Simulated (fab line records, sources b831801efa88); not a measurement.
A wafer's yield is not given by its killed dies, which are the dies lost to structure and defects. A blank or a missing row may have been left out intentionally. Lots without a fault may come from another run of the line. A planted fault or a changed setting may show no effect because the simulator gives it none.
Matching of chambers || flow gf180mcu || cmp-02 running GF_V1_CMP_26: 4 sister chambers
The step polishes, stops on SiO2, t overpolish 15 s, target thk 0 nm. 4 wafers are shown with their chamber, then 7 later ones without.

== EACH WAFER AND ITS CHAMBER ==
{"wafer": "L082.4", "chamber": 0, "motorCurrentA (A)": 11.5}
{"wafer": "L082.5", "chamber": 2, "motorCurrentA (A)": 9.9}
{"wafer": "L095.1", "chamber": 3, "motorCurrentA (A)": 12.5}
{"wafer": "L095.2", "chamber": 1, "motorCurrentA (A)": 10.7}

== WAFERS MISSING THEIR CHAMBER ==
{"wafer": "L095.6", "motorCurrentA (A)": 11.6}
{"wafer": "L096.1", "motorCurrentA (A)": 10.0}
{"wafer": "L096.2", "motorCurrentA (A)": 10.8}
{"wafer": "L096.4", "motorCurrentA (A)": 12.3}
{"wafer": "L097.1", "motorCurrentA (A)": 12.8}
{"wafer": "L097.3", "motorCurrentA (A)": 11.6}
{"wafer": "L097.6", "motorCurrentA (A)": 11.0}

== THE CHAMBER EACH PASSED THROUGH ==
{"wafer": "L095.6", "from the rows above": 0, "in truth": 0}
{"wafer": "L096.1", "from the rows above": 2, "in truth": 2}
{"wafer": "L096.2", "from the rows above": 1, "in truth": 1}
{"wafer": "L096.4", "from the rows above": 3, "in truth": 3}
{"wafer": "L097.1", "from the rows above": 3, "in truth": 3}
{"wafer": "L097.3", "from the rows above": 0, "in truth": 0}
{"wafer": "L097.6", "from the rows above": "can't be placed: 1 or 0", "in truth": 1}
Correctly placed: 6 of 7. Unplaceable from these rows: 1, with the true chamber sitting among the candidates in 1. 0 placed wrongly.
How it was worked out, from the rows above alone: a wafer's distance from a chamber is the root of the sum, over the readings, of the square of ((its reading less the chamber's mean) divided by the reading's scatter). If the next closest chamber is less than 2 further off than the closest, the wafer can't be placed; otherwise it belongs to the closest. A chamber's mean is the mean of its shown wafers. The scatter (one wafer shown for each chamber): square how far every hidden wafer sits from the nearest shown wafer, average those squares and take the square root.
